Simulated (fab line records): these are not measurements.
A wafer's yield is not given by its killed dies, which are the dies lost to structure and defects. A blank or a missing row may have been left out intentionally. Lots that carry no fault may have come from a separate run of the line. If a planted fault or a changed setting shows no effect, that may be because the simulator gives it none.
Which tool is to blame? + flow sky130 + at 1 step of a route of 708, 12 lots with 36 wafers sampled

== WHAT THE GAUGES READ, wafer by wafer ==
SKY_CAP2M_THK_MEAS_04: measures by xrf. Usual: CAP2M_TIN_THK 196.2 nm, standard deviation 2.3.
| lot  | measured     | on            | CAP2M_TIN_THK (nm) | flag |
|------|--------------|---------------|--------------------|------|
| L961 | day 39 23:53 | film metro-03 | 195.5 195.4 194.6  |      |
| L962 | day 40 03:13 | film metro-02 | 198.7 198.8 196.2  |      |
| L966 | day 41 05:53 | film metro-01 | 196.6 199.9 197.4  |      |
| L967 | day 41 10:01 | film metro-01 | 197.6 198.4 196.5  |      |
| L968 | day 41 18:14 | film metro-01 | 195.2 194.2 196.5  |      |
| L973 | day 43 04:07 | film metro-02 | 193.7 196.4 195.7  |      |
| L978 | day 44 14:22 | film metro-03 | 196.1 194.0 195.5  |      |
| L979 | day 44 15:47 | film metro-01 | 198.6 197.6 197.6  |      |
| L981 | day 45 03:20 | film metro-03 | 194.9 195.6 195.5  |      |
| L982 | day 45 14:32 | film metro-03 | 195.8 193.8 197.0  |      |
| L984 | day 45 23:37 | film metro-01 | 202.7 201.9 202.2  |      |
| L983 | day 45 23:55 | film metro-02 | 197.0 195.3 195.7  |      |

== WHICH TOOL RAN EACH LOT (tool, then ch and the chambers of the sampled wafers, then the start) ==
There is no process step in the record ahead of these readings.

== WHAT THE TOOLS THEMSELVES READ (means of the sampled wafers that have a number; where no wafer has one, the mark that the record gives instead) ==
The record holds no such reading with a usual standard deviation.

== THE ANSWER, worked out from the rows above alone ==
Rule: a lot counts as off when the mean over its wafers that have a number is more than 3 standard deviations away from the usual mean. Also off: a lot with no number at a reading for which 4 or more lots have one. All remaining lots with rows at the step are treated as sound. Order of review: gauges by route order, followed by the tools' own readings, for which a lot's mean as printed above is used. At the first step where some lot is off, the reading lying furthest off is the one used; lots without a number count as furthest.
No lot is off on any of the readings shown, so nothing can be concluded from this.

== WHAT THE SIMULATOR HAD INSERTED ==
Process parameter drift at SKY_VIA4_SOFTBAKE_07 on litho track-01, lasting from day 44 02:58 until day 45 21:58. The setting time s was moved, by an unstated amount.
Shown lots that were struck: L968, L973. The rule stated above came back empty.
